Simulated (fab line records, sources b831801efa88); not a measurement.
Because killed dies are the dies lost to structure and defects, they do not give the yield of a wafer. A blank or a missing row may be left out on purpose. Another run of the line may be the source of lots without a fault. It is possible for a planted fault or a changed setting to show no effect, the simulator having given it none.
Shared-tool check	flow gf180mcu	12 lots, 36 wafers sampled

## WHY IT WAS OPENED
Of 12 lots, 2 have the reading NSD_RS flagged at GF_PSD_RS_MEAS_14. Wafers without a fault read 46.13 ohm/sq, standard deviation 0.084.
Rule: a lot is flagged in two cases, either no wafer of it has a number, or all its wafers with numbers fall more than 4 standard deviations from that mean. The rest of the lots are taken to be sound.

lot	measured	on	NSD_RS (ohm/sq), wafer by wafer	flag
L932	day 14 10:29	film_metro-04	46.02 46.05 46.15	
L934	day 15 04:28	film_metro-01	46.15 46.26 46.20	
L935	day 15 17:05	film_metro-04	46.16 46.16 46.16	
L937	day 15 21:41	film_metro-02	46.10 46.09 46.05	
L938	day 16 06:08	film_metro-02	46.30 46.22 46.17	
L940	day 17 02:41	film_metro-02	46.18 46.13 46.12	
L941	day 17 08:02	film_metro-02	46.21 46.25 46.15	
L942	day 17 17:22	film_metro-04	46.13 46.18 46.23	
L943	day 18 11:40	film_metro-04	46.38 46.18 46.13	
L944	day 18 13:22	film_metro-04	46.08 46.12 46.10	
L946	day 19 22:56	film_metro-02	42.27 42.16 42.13	FLAGGED
L947	day 20 09:17	film_metro-04	41.97 42.02 42.02	FLAGGED
On average the flagged lots' numbers are 42.09 ohm/sq, which is -4.04 ohm/sq against the usual, or -48 standard deviations.

## WHICH TOOL EACH LOT WENT THROUGH
2 process steps preceding the reading are held in the record, out of 602 steps in the route. Cell contents, in order: the tool; ch with the chambers the sampled wafers went through; the start.
lot	flag	GF_HV_LDD_ETCHBACK_58	GF_PSD_RTA_13
L932		rie_diel-01 ch 0,1,3, day 12 17:26	rtp_anneal-01 ch 0, day 14 10:24
L934		rie_diel-01 ch 1,2,3, day 13 11:13	rtp_anneal-01 ch 0, day 15 04:22
L935		rie_diel-01 ch 1,2,3, day 13 22:46	rtp_anneal-01 ch 0, day 15 17:00
L937		rie_diel-01 ch 0,1, day 14 04:02	rtp_anneal-01 ch 0, day 15 21:35
L938		rie_diel-03 ch 0,1,2, day 14 11:12	rtp_anneal-02 ch 0, day 16 06:02
L940		rie_diel-02 ch 0,2,3, day 15 06:36	rtp_anneal-01 ch 0, day 17 02:34
L941		rie_diel-01 ch 1,2,3, day 15 11:29	rtp_anneal-02 ch 0, day 17 07:56
L942		rie_diel-01 ch 0,2,3, day 15 20:02	rtp_anneal-01 ch 0, day 17 17:16
L943		rie_diel-03 ch 1,2,3, day 16 12:48	rtp_anneal-02 ch 0, day 18 11:35
L944		rie_diel-02 ch 0,2,3, day 16 14:14	rtp_anneal-02 ch 0, day 18 13:16
L946	FLAGGED	rie_diel-02 ch 2,3, day 17 23:20	rtp_anneal-02 ch 0, day 19 22:51
L947	FLAGGED	rie_diel-03 ch 0,1,2, day 18 10:00	rtp_anneal-02 ch 0, day 20 09:12
What is done by these steps:
- GF_HV_LDD_ETCHBACK_58: etches Si3N4 in CH3F/O2, stops on SiO2, time 100 s, target depth 90 nm.
- GF_PSD_RTA_13: time 20 s.
- GF_PSD_RS_MEAS_14: measures by four-point-probe.

## FLAGGED AGAINST TOTAL, ONE TOOL AT A TIME (gauges that did the reading follow at the end)
step	tool	lots run	flagged	share of the flagged lots	sound lots run after its first flagged lot
GF_HV_LDD_ETCHBACK_58	rie_diel-01	6	0	none	-
GF_HV_LDD_ETCHBACK_58	rie_diel-02	3	1	some	0
GF_HV_LDD_ETCHBACK_58	rie_diel-03	3	1	some	0
GF_PSD_RTA_13	rtp_anneal-01	6	0	none	-
GF_PSD_RTA_13	rtp_anneal-02	6	2	all	0
GF_PSD_RS_MEAS_14	film_metro-01	1	0	none	-
GF_PSD_RS_MEAS_14	film_metro-02	5	1	some	0
GF_PSD_RS_MEAS_14	film_metro-04	6	1	some	0

## WHAT THE TABLE PERMITS
In the table, 1 row covers all flagged lots: rtp_anneal-02 at GF_PSD_RTA_13.
- rtp_anneal-02 at GF_PSD_RTA_13 ran 6 lots, 2 of them flagged. A fault beginning between L944 (day 18 13:16), its last sound lot, and L946 (day 19 22:51), its first flagged one, fits the data. Its own readings lie more than 4 standard deviations out on every wafer of the flagged lots: run_length_s.
Left over: one tool, rtp_anneal-02 at GF_PSD_RTA_13.

## WHAT THE SIMULATOR HAD PUT IN
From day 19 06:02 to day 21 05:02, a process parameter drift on rtp_anneal-02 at GF_PSD_RTA_13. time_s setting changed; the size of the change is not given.
Lots struck among those shown: L946, L947. The rule above found the same.
